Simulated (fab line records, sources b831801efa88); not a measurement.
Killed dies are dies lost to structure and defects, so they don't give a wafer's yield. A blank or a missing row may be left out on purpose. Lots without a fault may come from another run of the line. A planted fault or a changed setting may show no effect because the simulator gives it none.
Split-lot experiment | flow sky130 | 5 lots, 23 wafers read, on a route of 708 steps

THE SPLIT
At SKY_CAP2M_COAT_07 (resist thk 1140 nm), the setting spin_rpm was moved away from the recipe's 3000 rpm on 7 of the 23 wafers read, by -6.6% to +6.9%. The other wafers ran this setting at the recipe's value.

FROM THE SPLIT TO THE READING: what the file shows between them, 3 steps
- SKY_CAP2M_SOFTBAKE_08: time 60 s
- SKY_CAP2M_EXPOSE_09: exposes mask CAP2M, target cd 1000 nm
- SKY_CAP2M_DEVELOP_11: develop time 60 s

THE READING
NOVOLAK_of_CAP2M_COAT_07.thk_nm (the simulator's own value, which no gauge read), in nm, at SKY_CAP2M_METAL_ETCH_13 (etches TiN in Cl2/BCl3, stops on SiO2, target depth 220 nm, time 62.9 s). The file gives no usual value for it. The 16 wafers here that ran the recipe average 997.5 nm, standard deviation 2.4 nm.

wafer  | tool, chamber at the split | spin_rpm as run, rpm | against the recipe | NOVOLAK_of_CAP2M_COAT_07.thk_nm, nm | against lot-mates on the recipe
L074.1 | litho_track-03, 0          | 3000                 | recipe             | 997.9                               | -
L074.4 | litho_track-03, 0          | 3000                 | recipe             | 995.9                               | -
L074.5 | litho_track-03, 0          | 3000                 | recipe             | 999.7                               | -
L077.1 | litho_track-03, 0          | 3000                 | recipe             | 1000                                | -
L077.2 | litho_track-03, 0          | 3000                 | recipe             | 997.8                               | -
L077.3 | litho_track-03, 0          | 3000                 | recipe             | 997.1                               | -
L077.4 | litho_track-03, 0          | 2869                 | -4.4%              | 1019                                | +20.7
L077.6 | litho_track-03, 0          | 2869                 | -4.4%              | 1024                                | +25.7
L078.1 | litho_track-02, 0          | 3000                 | recipe             | 994.9                               | -
L078.2 | litho_track-02, 0          | 2802                 | -6.6%              | 1039                                | +41.7
L078.3 | litho_track-02, 0          | 2802                 | -6.6%              | 1031                                | +33.7
L078.4 | litho_track-02, 0          | 3000                 | recipe             | 999.7                               | -
L078.5 | litho_track-02, 0          | 2802                 | -6.6%              | 1038                                | +40.7
L082.1 | litho_track-03, 0          | 3000                 | recipe             | 998.9                               | -
L082.2 | litho_track-03, 0          | 3000                 | recipe             | 994.7                               | -
L082.3 | litho_track-03, 0          | 3000                 | recipe             | 997.9                               | -
L082.4 | litho_track-03, 0          | 3000                 | recipe             | 999.9                               | -
L082.5 | litho_track-03, 0          | 3000                 | recipe             | 997                                 | -
L083.1 | litho_track-01, 0          | 3000                 | recipe             | 992                                 | -
L083.2 | litho_track-01, 0          | 3208                 | +6.9%              | 964.3                               | -31.7
L083.4 | litho_track-01, 0          | 3208                 | +6.9%              | 958.2                               | -37.8
L083.5 | litho_track-01, 0          | 3000                 | recipe             | 1001                                | -
L083.6 | litho_track-01, 0          | 3000                 | recipe             | 995.1                               | -

THE FIT
A straight line over all 23 wafers: NOVOLAK_of_CAP2M_COAT_07.thk_nm changes by -5.54 nm for each +1% of spin_rpm; r = -0.99; the points scatter about the line by 2.9 nm.
The same after taking each lot's own level away (the mean of its wafers on the recipe; 23 wafers): -5.45 nm for each +1%; r = -0.99; scatter 3 nm.
On that fit, the largest move of spin_rpm shifts the reading by 38 nm.
The lots' own levels span 996.03 to 998.30 nm, that is 1.0 times the standard deviation above.
So the lot-to-lot level changes the slope little: the two slopes agree.
Check: with one of the wafers moved furthest among these (+6.9%) left out of the fit, the line predicts -39.2 nm for it against its lot-mates. It came out at -31.7 nm against them.

THE WHOLE CHAIN: every reading that the file lists as answering this split, in the file's order
step                    | what it does                                                            | reading                                                                          | change (the file's fit)              | r (the file's)
SKY_CAP2M_COAT_07       | resist thk 1140 nm                                                      | NOVOLAK_of_CAP2M_COAT_07.thk_nm (the simulator's own value, which no gauge read) | -5.52 nm for each +1% of the setting | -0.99
SKY_CAP2M_METAL_ETCH_13 | etches TiN in Cl2/BCl3, stops on SiO2, target depth 220 nm, time 62.9 s | NOVOLAK_of_CAP2M_COAT_07.thk_nm (the simulator's own value, which no gauge read) | -5.38 nm for each +1% of the setting | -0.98
SKY_CAP2M_STRIP_14      | strips in O2/N2                                                         | strip_time_to_endpoint_s                                                         | withheld for each +1% of the setting | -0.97

THE FILE'S OWN FIT
NOVOLAK_of_CAP2M_COAT_07.thk_nm changes by -5.38 nm for each +1% of spin_rpm, r = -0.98.
